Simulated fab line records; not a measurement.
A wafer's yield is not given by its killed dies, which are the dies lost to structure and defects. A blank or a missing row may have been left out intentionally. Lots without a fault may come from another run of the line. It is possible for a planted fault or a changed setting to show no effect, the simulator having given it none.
Chamber matching + flow gf180mcu + cmp-01 running GF_V3_CMP_26: 4 sister chambers
The step polishes, stops on SiO2, t overpolish 15 s, target thk 0 nm. 8 wafers are shown with their chamber, then 8 later ones without.

WAFERS WITH THEIR CHAMBER
| wafer  | chamber | motor current A (A) | edge zone pressure frac |
|--------|---------|---------------------|-------------------------|
| L743.3 | 2       | 9.8                 | 0.995                   |
| L743.6 | 0       | 12.1                | 0.989                   |
| L745.3 | 2       | 10.1                | 0.998                   |
| L745.6 | 3       | 12.6                | 1.005                   |
| L748.1 | 0       | 12.5                | 1.000                   |
| L748.4 | 1       | 11.5                | 0.997                   |
| L748.6 | 3       | 12.3                | 0.999                   |
| L753.3 | 1       | 11.1                | 1.003                   |

WAFERS WITHOUT THEIR CHAMBER
| wafer  | motor current A (A) | edge zone pressure frac |
|--------|---------------------|-------------------------|
| L753.4 | 9.8                 | 1.006                   |
| L753.6 | 12.2                | 1.001                   |
| L755.2 | 12.7                | 0.995                   |
| L755.3 | 10.0                | 1.002                   |
| L755.5 | 12.3                | 1.002                   |
| L756.3 | 11.8                | 0.996                   |
| L756.4 | 9.7                 | 1.001                   |
| L756.6 | 9.4                 | 0.999                   |

WHICH CHAMBER EACH ONE RAN IN
| wafer  | from the rows above          | in truth |
|--------|------------------------------|----------|
| L753.4 | 2                            | 2        |
| L753.6 | can't be placed: 3 or 0      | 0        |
| L755.2 | can't be placed: 0 or 3      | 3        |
| L755.3 | 2                            | 2        |
| L755.5 | can't be placed: 3 or 0      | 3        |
| L756.3 | can't be placed: 0 or 1 or 3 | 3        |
| L756.4 | 2                            | 2        |
| L756.6 | 2                            | 2        |
Placed correctly: 4 of 8. These rows do not allow placing 4 (true chamber among the candidates in 4). Placed wrongly: 0.
How it was worked out, from the rows above alone: a wafer's distance from a chamber is the root of the sum, over the readings, of the square of ((its reading less the chamber's mean) divided by the reading's scatter). If the next closest chamber is less than 2 further off than the closest, the wafer can't be placed; otherwise it belongs to the closest. For every chamber, the mean is computed from those of its wafers that are shown. The scatter is the square root of a quotient: the sum, over the shown wafers, of each reading's squared deviation from its chamber's mean, divided by wafers minus chambers.
